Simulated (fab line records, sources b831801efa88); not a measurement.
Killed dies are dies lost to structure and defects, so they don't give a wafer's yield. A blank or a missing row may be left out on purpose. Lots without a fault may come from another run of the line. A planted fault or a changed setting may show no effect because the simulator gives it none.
Chamber matching | flow gf180mcu | GF_V4_CMP_04 on cmp-02: 4 sister chambers
The step polishes SiO2. 18 wafers are shown with their chamber, then 8 later ones without.

WAFERS WITH THEIR CHAMBER
wafer  | chamber | motor_current_A (A) | time_to_endpoint_s (s)
L525.2 | 3       | 12.0                | 62
L525.4 | 0       | 10.6                | 74
L525.5 | 1       | 12.2                | 73
L526.1 | 3       | 11.4                | 66
L526.2 | 2       | 10.7                | 68
L526.6 | 1       | 12.6                | 77
L527.1 | 2       | 10.4                | 72
L527.4 | 3       | 11.8                | 69
L527.6 | 2       | 11.1                | 77
L529.2 | 2       | 10.8                | 71
L529.4 | 3       | 12.5                | 74
L529.6 | 2       | 10.8                | 81
L531.2 | 2       | 10.2                | 65
L531.5 | 0       | 10.8                | 71
L531.6 | 1       | 12.3                | 81
L532.1 | 0       | 11.0                | 67
L532.4 | 3       | 11.7                | 77
L540.3 | 1       | 12.6                | 69

SIGNATURES (means of the wafers above)
reading            | chamber 0 | chamber 1 | chamber 2 | chamber 3 | scatter within a chamber
motor_current_A    | 10.800    | 12.425    | 10.667    | 11.880    | 0.315
time_to_endpoint_s | 70.67     | 75.00     | 72.33     | 69.60     | 5.49
Rule: a wafer's distance from a chamber is the root of the sum, over the readings, of the square of ((its reading less the chamber's mean) divided by the reading's scatter). The wafer belongs to the nearest chamber; if the next one is less than 2 further off, it can't be placed. The scatter: the root of (the sum of the squares of (reading less its chamber's mean) over the shown wafers, divided by (wafers less chambers)).

WAFERS WITHOUT THEIR CHAMBER
wafer  | motor_current_A (A) | time_to_endpoint_s (s)
L540.4 | 10.5                | 69
L540.5 | 12.9                | 72
L541.3 | 10.2                | 75
L541.5 | 11.0                | 73
L541.6 | 12.2                | 69
L546.1 | 12.1                | 77
L546.2 | 10.6                | 67
L546.4 | 12.2                | 73

WHICH CHAMBER EACH WENT THROUGH
wafer  | from the rows above     | in truth
L540.4 | can't be placed: 2 or 0 | 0
L540.5 | can't be placed: 1 or 3 | 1
L541.3 | can't be placed: 2 or 0 | 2
L541.5 | can't be placed: 0 or 2 | 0
L541.6 | can't be placed: 3 or 1 | 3
L546.1 | can't be placed: 1 or 3 | 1
L546.2 | can't be placed: 0 or 2 | 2
L546.4 | can't be placed: 1 or 3 | 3
Placed correctly: 0 of 8. Can't be placed from these rows: 8 (the true chamber is among the candidates in 8). Placed wrongly: 0.
